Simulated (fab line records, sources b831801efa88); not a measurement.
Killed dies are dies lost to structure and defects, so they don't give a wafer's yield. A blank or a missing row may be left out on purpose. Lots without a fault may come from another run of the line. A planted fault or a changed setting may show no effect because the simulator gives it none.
fab line records | flow gf180mcu
record lots=14 wafers=41 last_day=34
route steps=602 shown CONTACT@291 M1@317 M2@367
lots that met no fault: from a run of the same line without faults
start_h: hours from the record's first day to the start of the lot's first wafer shown | wait_h: hours since the lot's step before | " the same as in the row above | L1.1+2: a row that stands for several wafers | - no value, or no start given | * or withheld: withheld | < > ~ a bound
route shown NAME@n: a module of which the file shows steps, and the number in the route of the first | usual: mean/standard deviation of fault-free wafers | same: alike in all rows | chamber/n: place in a boat | sites: the reading at each site | _std_site: their standard deviation | _edge_site: outer sites' mean less inner sites' | radius_mm: how far each site lies from the wafer's centre | mask NAME#n: copy n | behind: the tool/chamber that last shaped the wafer | hold: why the lot was held/for how many hours/how that ended | device: the transistor (n, p or np) that didn't switch | end of line: the same wafers' tests at the end of the route | a step without rows: its recipe alone | killed: dies lost to structure and defects at the first sort, not the wafer's yield | map: a wafer's dies, x killed, . not, _ none there
set.NAME: the setting as run; set.NAME@STEP: as run at that earlier step | model.NAME: the simulator's own value behind a step, which no gauge read
steps of the route over a sample of lots; a table a step, a row a wafer
services: from which hour (start_h, from the record's first day; less than 0 if before it) a tool's chamber was out of use, for how many hours, and why
## steps
# step GF_CONTACT_CMP_04
# recipe material=SiO2 down_force_psi=4 platen_rpm=60 pad_velocity_m_s=0.94248
# usual motor_current_A=12.3/1.3 retaining_ring_pressure_frac=1.000/0.0052 time_to_endpoint_s=112/6.2
# columns lot.wafer tool chamber start_h wait_h motor_current_A retaining_ring_pressure_frac time_to_endpoint_s
L734.4 cmp-02 1 338.87 0.0 13.5 1.007 119
L734.3 " 3 " " 13.8 1.007 107
L734.6 " 2 " " 10.9 0.991 113
L735.4 cmp-02 3 346.66 0.2 13.3 1.000 102
L735.5 " 0 " " 12.7 0.998 116
L735.6 " 1 " " 13.5 0.996 114
L736.2 cmp-02 3 365.83 0.1 13.4 1.003 106
L736.4 " 1 " " 13.4 0.997 113
L736.6 " 2 " " 11.1 0.995 114
L738.4 cmp-02 3 374.28 0.0 13.7 0.999 105
L738.1 " 0 " " 11.9 1.000 109
L738.5 " 0 " " 12.4 1.001 115
L739.3 cmp-01 2 384.61 0.0 12.1 1.001 109
L739.4 " 3 " " 10.3 0.996 116
L739.6 " 2 " " 12.6 1.000 123
L740.4 cmp-02 0 392.79 0.1 12.1 0.999 116
L740.1 " 2 " " 10.6 1.004 105
L740.6 " 0 " " 11.8 0.997 115
L741.2 cmp-01 0 403.34 0.1 13.8 0.997 103
L741.4 " 2 " " 12.3 1.000 119
L741.6 " 0 " " 14.1 0.997 112
L742.3 cmp-02 3 410.55 0.2 13.5 0.996 104
L742.4 " 0 " " 12.0 1.000 119
L742.5 " 1 " " 13.4 0.997 115
L744.4 cmp-01 2 428.52 0.1 12.4 1.005 114
L744.1 " 0 " " 14.0 0.996 98
L744.6 " 1 " " 10.5 0.994 113
L745.1 cmp-02 2 434.55 0.1 11.1 1.003 104
L745.2 " 3 " " 13.8 1.006 104
L745.6 " 0 " " 11.9 1.006 115
L748.1 cmp-01 0 476.27 0.1 14.4 0.996 84
L748.2 " 3 " " 10.3 0.997 106
L748.5 " 1 " " 10.8 0.997 114
L752.1 cmp-01 1 494.80 0.2 10.7 1.012 91
L752.6 " 3 " " 10.2 0.995 127
L756.4 cmp-02 2 526.23 0.1 11.3 0.996 109
L756.2 " 3 " " 13.1 0.995 104
L756.1 " 0 " " 11.2 1.000 116
L757.2 cmp-02 2 530.11 0.0 11.2 0.994 104
L757.1 " 0 " " 12.4 1.008 110
L757.6 " 2 " " 10.5 0.999 105
# step GF_CONTACT_ETCH_17
# recipe chemistry=C4F8/O2/Ar mask_material=KrF target=SiO2 stop_on=CoSi2 source_w=1500 bias_w=1200 pressure_mtorr=40 c4f8_flow_sccm=withheld O2_flow_sccm=6 Ar_flow_sccm=300 time_s=withheld target_depth_a=8600
# usual oes_product_au=0.814/0.0046
# columns lot.wafer tool chamber start_h wait_h oes_product_au
L734.3 rie_diel-03 3 - - 0.818
L734.4 " 2 " " 0.816
L734.6 " 3 " " 0.819
L735.4 rie_diel-03 3 - - 0.812
L735.5 " 3 " " 0.815
L735.6 " 0 " " 0.816
L736.2 rie_diel-04 3 - - 0.814
L736.4 " 3 " " 0.816
L736.6 " 2 " " 0.812
L738.1 rie_diel-02 2 - - 0.812
L738.4 " 0 " " 0.818
L738.5 " 2 " " 0.811
L739.3 rie_diel-04 2 - - 0.809
L739.4 " 1 " " 0.813
L739.6 " 3 " " 0.811
L740.1 rie_diel-04 2 - - 0.821
L740.4 " 1 " " 0.822
L740.6 " 2 " " 0.815
L741.2 rie_diel-04 3 - - 0.815
L741.4 " 2 " " 0.814
L741.6 " 3 " " 0.809
L742.3 rie_diel-03 2 - - 0.816
L742.4 " 0 " " 0.811
L742.5 " 3 " " 0.806
L744.1 rie_diel-04 0 - - 0.824
L744.4 " 0 " " 0.823
L744.6 " 1 " " 0.812
L745.1 rie_diel-02 1 - - 0.805
L745.2 " 0 " " 0.816
L745.6 " 3 " " 0.819
L748.1 rie_diel-03 0 - - 0.838
L748.2 " 1 " " 0.815
L748.5 " 2 " " 0.812
L752.1 rie_diel-04 1 - - 0.839
L752.6 " 3 " " 0.825
L756.1 rie_diel-03 3 - - 0.818
L756.2 " 2 " " 0.808
L756.4 " 1 " " 0.808
L757.1 rie_diel-03 2 - - 0.815
L757.2 " 3 " " 0.807
L757.6 " 3 " " 0.809
# step GF_M1_SPUTTER_02
# recipe material=AlCu target_thk_nm=450 power_w=10600 time_s=23.9 chamber_pressure_pa=0.4
# usual throttle_valve_pct=30.1/0.8
# columns lot.wafer tool chamber start_h wait_h throttle_valve_pct
L734.3 pvd_sputter-01 - 362.91 0.0 30.9
L734.4 " - " " 29.3
L734.6 " - " " 31.0
L735.4 pvd_sputter-01 - 370.61 0.0 30.9
L735.5 " - " " 31.0
L735.6 " - " " 29.1
L736.2 pvd_sputter-02 - 390.73 0.0 30.0
L736.4 " - " " 30.6
L736.6 " - " " 30.5
L738.1 pvd_sputter-01 - 398.75 0.0 30.0
L738.4 " - " " 29.3
L738.5 " - " " 30.9
L739.3 pvd_sputter-01 - 409.87 0.0 29.2
L739.4 " - " " 30.0
L739.6 " - " " 29.5
L740.1 pvd_sputter-02 - 418.35 0.0 29.4
L740.4 " - " " 28.9
L740.6 " - " " 30.1
L741.2 pvd_sputter-04 - 428.96 0.0 28.4
L741.4 " - " " 31.0
L741.6 " - " " 31.3
L742.3 pvd_sputter-01 - 435.36 0.0 30.7
L742.4 " - " " 30.1
L742.5 " - " " 31.1
L744.1 pvd_sputter-04 - 454.67 0.0 31.2
L744.4 " - " " 29.8
L744.6 " - " " 30.9
L745.1 pvd_sputter-02 - 460.81 0.0 29.1
L745.2 " - " " 30.4
L745.6 " - " " 29.7
L748.1 pvd_sputter-02 - 501.70 0.0 29.6
L748.2 " - " " 30.5
L748.5 " - " " 30.3
L752.1 pvd_sputter-01 - 519.26 0.0 30.0
L752.6 " - " " 31.2
L756.1 pvd_sputter-04 - 550.63 0.0 28.4
L756.2 " - " " 30.9
L756.4 " - " " 29.8
L757.1 pvd_sputter-04 - 554.09 0.0 28.4
L757.2 " - " " 29.9
L757.6 " - " " 28.3
# step GF_M1_CD_MEAS_14
# recipe target_cd_nm=230
# usual cd_nm=230.1/1.4
# columns lot.wafer tool chamber start_h wait_h cd_nm
L734.3 cd_sem-01 - 385.48 0.1 229.2
L734.4 " - " " 227.7
L734.6 " - " " 229.6
L735.4 cd_sem-01 - 393.15 0.1 229.0
L735.5 " - " " 229.6
L735.6 " - " " 229.3
L736.2 cd_sem-01 - 414.60 0.1 230.4
L736.4 " - " " 229.4
L736.6 " - " " 230.9
L738.1 cd_sem-02 - 422.13 0.1 230.3
L738.4 " - " " 231.5
L738.5 " - " " 232.3
L739.3 cd_sem-01 - 434.07 0.1 230.8
L739.4 " - " " 231.1
L739.6 " - " " 231.6
L740.1 cd_sem-01 - 442.73 0.1 228.8
L740.4 " - " " 228.3
L740.6 " - " " 228.5
L741.2 cd_sem-01 - 453.50 0.1 230.7
L741.4 " - " " 232.2
L741.6 " - " " 231.3
L742.3 cd_sem-02 - 460.42 0.1 231.7
L742.4 " - " " 231.4
L742.5 " - " " 230.3
L744.1 cd_sem-01 - 479.09 0.1 228.3
L744.4 " - " " 227.8
L744.6 " - " " 228.8
L745.1 cd_sem-01 - 484.30 0.1 228.1
L745.2 " - " " 229.4
L745.6 " - " " 230.3
L748.1 cd_sem-01 - 524.61 0.1 231.4
L748.2 " - " " 231.7
L748.5 " - " " 230.7
L752.1 cd_sem-01 - 541.76 0.1 229.8
L752.6 " - " " 231.5
L756.1 cd_sem-01 - 573.12 0.1 231.4
L756.2 " - " " 232.5
L756.4 " - " " 231.4
L757.1 cd_sem-01 - 576.06 0.1 231.2
L757.2 " - " " 230.7
L757.6 " - " " 229.2
# step GF_M2_RS_MEAS_05
# recipe thk_meas_gauge=four-point-probe reads=TiN_of_M2_SPUTTER_04+Ti_of_M2_SPUTTER_03+AlCu_of_M2_SPUTTER_02+TiN_of_M2_SPUTTER_01+Ti_of_M2_SPUTTER_00
# usual M2_ALCU_RS=0.0694/0.00079
# columns lot.wafer tool chamber start_h wait_h M2_ALCU_RS[ohm/sq]
L734.3 film_metro-03 - 411.93 0.1 0.0696
L734.4 " - " " 0.0699
L734.6 " - " " 0.0697
L735.4 film_metro-01 - 420.59 0.1 0.0691
L735.5 " - " " 0.0684
L735.6 " - " " 0.0696
L736.2 film_metro-01 - 442.07 0.0 0.0705
L736.4 " - " " 0.0687
L736.6 " - " " 0.0691
L738.1 film_metro-04 - 449.45 0.0 0.0697
L738.4 " - " " 0.0687
L738.5 " - " " 0.0683
L739.3 film_metro-01 - 462.50 0.1 0.0688
L739.4 " - " " 0.0708
L739.6 " - " " 0.0698
L740.1 film_metro-03 - 470.25 0.0 0.0695
L740.4 " - " " 0.0682
L740.6 " - " " 0.0684
L741.2 film_metro-01 - 481.17 0.0 0.0709
L741.4 " - " " 0.0708
L741.6 " - " " 0.0701
L742.3 film_metro-01 - 487.35 0.1 0.0689
L742.4 " - " " 0.0685
L742.5 " - " " 0.0687
L744.1 film_metro-04 - 506.14 0.0 0.0689
L744.4 " - " " 0.0689
L744.6 " - " " 0.0684
L745.1 film_metro-04 - 510.36 0.0 0.0693
L745.2 " - " " 0.0692
L745.6 " - " " 0.0689
L748.1 film_metro-03 - 549.98 0.0 0.0706
L748.2 " - " " 0.0694
L748.5 " - " " 0.0706
L752.1 film_metro-01 - 566.84 0.0 0.0690
L752.6 " - " " 0.0693
L756.1 film_metro-04 - 597.76 0.0 0.0698
L756.2 " - " " 0.0684
L756.4 " - " " 0.0686
L757.1 film_metro-03 - 600.04 0.0 0.0700
L757.2 " - " " 0.0698
L757.6 " - " " 0.0692
## services
# columns tool chamber start_h hours kind
rie_diel-03 3 315.72 22.0 repair
rie_diel-03 2 315.97 7.1 repair
rie_diel-02 3 354.23 15.2 repair
cmp-02 - 362.46 3.3 pm
pvd_sputter-02 - 369.07 4.4 repair
pvd_sputter-04 - 381.63 2.5 repair
rie_diel-04 0 387.29 15.7 repair
cmp-02 - 404.06 4.0 pm
cmp-02 - 408.06 - consumable_replace:conditioner
rie_diel-02 2 414.98 7.9 repair
cmp-02 - 438.50 3.2 repair
rie_diel-04 3 450.30 23.5 repair
cmp-01 - 458.60 0.4 repair
cmp-01 - 462.32 3.3 repair
cmp-02 - 466.24 1.7 repair
rie_diel-02 3 469.66 2.6 repair
rie_diel-04 2 469.76 24.6 repair
rie_diel-03 2 480.79 11.2 repair
pvd_sputter-04 - 481.07 9.6 repair
cmp-02 - 497.83 3.9 pm
rie_diel-03 - 505.94 14.6 pm
pvd_sputter-01 - 521.47 1.5 repair
rie_diel-03 0 550.58 10.4 repair
rie_diel-04 2 550.74 6.7 repair
## key
first_sign step=GF_CONTACT_CMP_04 reading=time_to_endpoint_s direction=down sigmas=3.9 usual=* struck=*
effect step=GF_CONTACT_ETCH_17 reading=oes_product_au direction=up sigmas=5.5 usual=0.814 struck=0.839
met_at GF_CONTACT_CMP_04
struck_lots L748,L752
struck_wafers L748.1,L752.1
tester_left_out L748,L752
not_acting_at GF_M1_SPUTTER_02,GF_M1_CD_MEAS_14,GF_M2_RS_MEAS_05
onset_between 428.52 476.27
fault kind=process_parameter_drift tool=cmp-01 chamber=- onset_h=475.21 steps=GF_CONTACT_CMP_04 channel=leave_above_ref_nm offset=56 shape=step end_h=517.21 scope=struck_wafers_only acts_in=these_recipes_only stated=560
# tester_left_out: of these lots the tester's yield and bins aren't shown, on N5 and GAA mostly nor the transistor test; their killed dies are dies lost to structure and defects alone, not to doping, threshold or leakage, so they don't give the yield
